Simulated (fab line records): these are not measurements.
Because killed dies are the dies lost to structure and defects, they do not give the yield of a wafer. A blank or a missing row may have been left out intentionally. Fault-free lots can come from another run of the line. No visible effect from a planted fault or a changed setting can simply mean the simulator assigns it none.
A struck lot beside a sound one + flow sky130 + 15 out of 708 route steps
Sound: these wafers, L519.1, L519.3, L519.4. Wafers struck: L506.2, L506.3, L506.5. The cause comes at the end.
Order at every step that has rows: each side's tool, ch and its chambers, its first start. Under that, the readings that differ: sound wafers + struck wafers + difference of the means + sigmas: that difference in standard deviations of wafers without a fault.
alike: readings whose means differ by less than 2 such deviations, and words and numbers that are the same on both sides. not compared: withheld readings, readings that some wafer has no value for, bounds like >300 that may hide the same value, and numbers for which the record gives no deviation and whose values overlap.
Wherever a step has rows on one side only, a row that says differs or no value, or a row with sigmas, the two part there. Numbers that have no deviation but don't overlap get no sigmas and don't part them. Lack of a reading on every wafer of one side parts them only where that side has two or more wafers.

first, 6 steps without rows for these wafers: SKY_LDD_N_HMDS_01 (prime time 60 s); SKY_LDD_N_COAT_02 (resist thk 300 nm); SKY_LDD_N_SOFTBAKE_03 (time 57.01 s); SKY_LDD_N_EXPOSE_04 (exposes mask NTM, target cd 840 nm); SKY_LDD_N_PEB_05; SKY_LDD_N_DEVELOP_06 (develop time 60 s).
SKY_LDD_N_OVL_MEAS_07:
  sound on overlay-02 at day 23 15:34; struck on overlay-01 at day 20 09:13
  alike: LDD_N_OVL
then, 5 steps without rows for these wafers: SKY_LDD_N_IMPLANT_08; SKY_LDD_N_IMPLANT_09; SKY_LDD_N_IMPLANT_10; SKY_LDD_N_IMPLANT_11; SKY_LDD_N_IMPLANT_12.
SKY_LDD_N_IMPLANT_13:
  sound on implanter-02 ch 0, day 23 16:20; struck on implanter-02 ch 0, day 20 10:02
| reading                   | sound                | struck               | difference | sigmas |
|---------------------------|----------------------|----------------------|------------|--------|
| beam energy keV           | 50.025 50.003 50.004 | 51.253 51.288 51.277 | +1.262     | +84    |
| model.implant.drp nm (nm) | 18.83 18.83 18.83    | 19.18 19.18 19.18    | +0.35      |        |
  alike: end station pressure torr
next, for these wafers, 1 step has no rows: SKY_LDD_N_IMPLANT_14.
SKY_PAD_OPEN_PROBE_99:
  sound wafers here have rows in the record (prober-02, day 49 16:59); struck ones have none

## WHERE THEY PART
At SKY_LDD_N_IMPLANT_13 first; at SKY_PAD_OPEN_PROBE_99 last (within this record only).

WHY: what the simulator had put in
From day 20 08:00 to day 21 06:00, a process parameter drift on implanter-02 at SKY_LDD_N_IMPLANT_13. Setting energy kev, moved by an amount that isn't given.
